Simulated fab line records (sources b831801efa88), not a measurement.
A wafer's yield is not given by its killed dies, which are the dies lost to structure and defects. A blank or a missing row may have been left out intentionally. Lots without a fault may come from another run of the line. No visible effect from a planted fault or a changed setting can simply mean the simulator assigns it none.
Which of the tools did it? | flow gf180mcu | 42 wafers from 14 lots sampled at 4 of the route's 602 steps

== WHAT THE GAUGES READ, wafer by wafer ==
GF_HV_LDD_TW_MEAS_11. Usual: HV_LDD_TW gives 2423 (standard deviation 20).
lot  | measured     | on           | HV_LDD_TW      | flag
L306 | day 10 01:16 | filmMetro-01 | 2418 2406 2414 | 
L307 | day 10 07:53 | filmMetro-01 | 2409 2411 2416 | 
L308 | day 10 14:37 | filmMetro-01 | 2409 2401 2404 | 
L309 | day 10 18:07 | filmMetro-01 | 2408 2399 2422 | 
L310 | day 11 06:04 | filmMetro-02 | 2454 2455 2451 | 
L311 | day 11 15:10 | filmMetro-04 | 2418 2415 2428 | 
L312 | day 11 16:53 | filmMetro-01 | 2413 2412 2424 | 
L315 | day 12 19:50 | filmMetro-04 | 2422 2420 2421 | 
L317 | day 13 09:22 | filmMetro-02 | 2461 2447 2455 | 
L324 | day 15 10:58 | filmMetro-01 | 2394 2414 2411 | 
L325 | day 15 22:41 | filmMetro-04 | 2423 2413 2396 | 
L327 | day 16 11:16 | filmMetro-04 | 2414 2410 2422 | 
L328 | day 16 17:04 | filmMetro-02 | 2462 2454 2447 | 
L329 | day 17 02:50 | filmMetro-02 | 2454 2455 2441 | 

GF_M3_CD_MEAS_14 targets a cd of 280 nm. Usual: 280.2 nm for cdNm, sd 1.2.
lot  | measured     | on       | cdNm (nm)         | flag
L306 | day 21 06:34 | cdSem-02 | 280.8 279.8 280.8 | 
L307 | day 21 18:27 | cdSem-02 | 278.6 277.4 278.3 | 
L308 | day 22 02:13 | cdSem-02 | 277.5 280.1 280.3 | 
L309 | day 22 11:10 | cdSem-02 | 283.2 282.0 281.4 | 
L310 | day 22 22:28 | cdSem-01 | 279.3 279.5 279.5 | 
L311 | day 23 06:22 | cdSem-02 | 279.3 279.8 280.4 | 
L312 | day 23 10:48 | cdSem-01 | 280.3 279.7 281.8 | 
L315 | day 24 16:42 | cdSem-02 | 278.8 277.8 278.7 | 
L317 | day 25 08:10 | cdSem-01 | 279.6 279.7 279.6 | 
L324 | day 27 09:28 | cdSem-01 | 279.7 280.0 280.7 | 
L325 | day 27 20:08 | cdSem-01 | 279.9 281.0 280.8 | 
L327 | day 28 08:13 | cdSem-02 | 281.9 282.0 281.7 | 
L328 | day 28 12:49 | cdSem-01 | 279.6 280.5 281.5 | 
L329 | day 28 20:24 | cdSem-02 | 283.8 282.4 282.9 | 

== EACH LOT AND THE TOOL THAT RAN IT (in order: tool; ch and the chambers of the sampled wafers; start) ==
lot  | GF_POLY_GATE_ETCH_12              | GF_CONTACT_CMP_04
L306 | rieDiel-02 ch 1,2, day 9 06:07    | cmp-01 ch 0,2, day 15 03:52
L307 | rieDiel-01 ch 0,1, day 9 11:40    | cmp-01 ch 0,2,3, day 15 13:56
L308 | rieDiel-02 ch 0,1,2, day 9 19:37  | cmp-01 ch 0,1,3, day 15 21:46
L309 | rieDiel-01 ch 0,1,2, day 9 22:28  | cmp-02 ch 0,2,3, day 16 05:58
L310 | rieDiel-02 ch 0,1,3, day 10 09:07 | cmp-01 ch 2,3, day 16 16:26
L311 | rieDiel-01 ch 2,3, day 10 17:55   | cmp-02 ch 0,1,3, day 17 01:40
L312 | rieDiel-01 ch 1,2,3, day 10 20:25 | cmp-01 ch 1,2,3, day 17 04:36
L315 | rieDiel-02 ch 1,2,3, day 11 21:25 | cmp-02 ch 1,2, day 18 10:57
L317 | rieDiel-02 ch 0,1,3, day 12 11:49 | cmp-02 ch 0,2,3, day 19 04:16
L324 | rieDiel-03 ch 0,2,3, day 14 11:16 | cmp-02 ch 1,2,3, day 21 14:04
L325 | rieDiel-02 ch 2,3, day 14 20:13   | cmp-02 ch 2,3, day 22 02:01
L327 | rieDiel-01 ch 0,1,2, day 15 10:58 | cmp-02 ch 1,2,3, day 22 16:01
L328 | rieDiel-02 ch 1,2,3, day 15 16:49 | cmp-01 ch 0,1,2, day 22 22:02
L329 | rieDiel-01 ch 1,3, day 16 02:16   | cmp-02 ch 2,3, day 23 06:38
- GF_POLY_GATE_ETCH_12: etches BARC in N2/H2.
- GF_CONTACT_CMP_04: polishes SiO2.

== WHAT THE TOOLS THEMSELVES READ (means of the sampled wafers that have a number; where no wafer has one, the mark that the record gives instead) ==
GF_POLY_GATE_ETCH_12. Usual: drypumpMotorCurrentA 5.6 A, standard deviation 0.31; oesProductAu 0.737 a.u., standard deviation 0.0044; rfFwdPowerW 495.5 W, standard deviation 2.1; throttleValvePct 13.214 %, standard deviation 0.0089.
lot  | tool       | drypumpMotorCurrentA (A) | oesProductAu (a.u.) | rfFwdPowerW (W) | throttleValvePct (%) | flag
L306 | rieDiel-02 | 5.5                      | 0.735               | 497.2           | 13.216               | 
L307 | rieDiel-01 | 5.7                      | 0.739               | 494.0           | 13.217               | 
L308 | rieDiel-02 | 5.5                      | 0.732               | 495.8           | 13.210               | 
L309 | rieDiel-01 | 5.6                      | 0.740               | 495.2           | 13.210               | 
L310 | rieDiel-02 | 5.6                      | 0.737               | 496.1           | 13.211               | 
L311 | rieDiel-01 | 5.8                      | 0.737               | 495.6           | 13.209               | 
L312 | rieDiel-01 | 5.8                      | 0.736               | 494.9           | 13.218               | 
L315 | rieDiel-02 | 5.5                      | 0.735               | 297.6           | 13.216               | OFF
L317 | rieDiel-02 | 5.5                      | 0.737               | 295.1           | 13.207               | OFF
L324 | rieDiel-03 | 5.7                      | 0.734               | 495.0           | 13.218               | 
L325 | rieDiel-02 | 5.5                      | 0.738               | 495.9           | 13.221               | 
L327 | rieDiel-01 | 5.6                      | 0.736               | 496.8           | 13.219               | 
L328 | rieDiel-02 | 5.5                      | 0.735               | 497.5           | 13.210               | 
L329 | rieDiel-01 | 5.9                      | 0.734               | 494.0           | 13.212               | 

GF_CONTACT_CMP_04. Usual: motorCurrentA 12.1 A, standard deviation 0.96; timeToEndpointS 111 s, standard deviation 5.2.
lot  | tool   | motorCurrentA (A) | timeToEndpointS (s) | flag
L306 | cmp-01 | 12.7              | 113                 | 
L307 | cmp-01 | 12.3              | 115                 | 
L308 | cmp-01 | 11.9              | 115                 | 
L309 | cmp-02 | 12.0              | 112                 | 
L310 | cmp-01 | 12.7              | 118                 | 
L311 | cmp-02 | 12.5              | 110                 | 
L312 | cmp-01 | 12.3              | 122                 | 
L315 | cmp-02 | 11.6              | 107                 | 
L317 | cmp-02 | 11.7              | 108                 | 
L324 | cmp-02 | 12.2              | 111                 | 
L325 | cmp-02 | 10.7              | 113                 | 
L327 | cmp-02 | 11.6              | 111                 | 
L328 | cmp-01 | 12.5              | 109                 | 
L329 | cmp-02 | 12.1              | 111                 | 

== THE ANSWER, worked out from the rows above alone ==
Rule: a lot is off if the mean of its wafers that have a number lies more than 3 standard deviations from the usual mean. Also off: a lot with no number at a reading for which 4 or more lots have one. The other lots that the step has rows for count as sound. First the gauges in route order, then the tools' own readings, where a lot's mean is used as printed above. The first step at which some lot is off is used, and at that step the reading that is off furthest; a lot without a number counts as furthest.
Off at GF_POLY_GATE_ETCH_12 (rfFwdPowerW): L315, L317.
If a tool, at that step or one of the process steps before it, ran each lot that is off and ran no sound lot following the first of them, it fits. None of those tried fits.

== WHAT HAD BEEN PUT IN BY THE SIMULATOR ==
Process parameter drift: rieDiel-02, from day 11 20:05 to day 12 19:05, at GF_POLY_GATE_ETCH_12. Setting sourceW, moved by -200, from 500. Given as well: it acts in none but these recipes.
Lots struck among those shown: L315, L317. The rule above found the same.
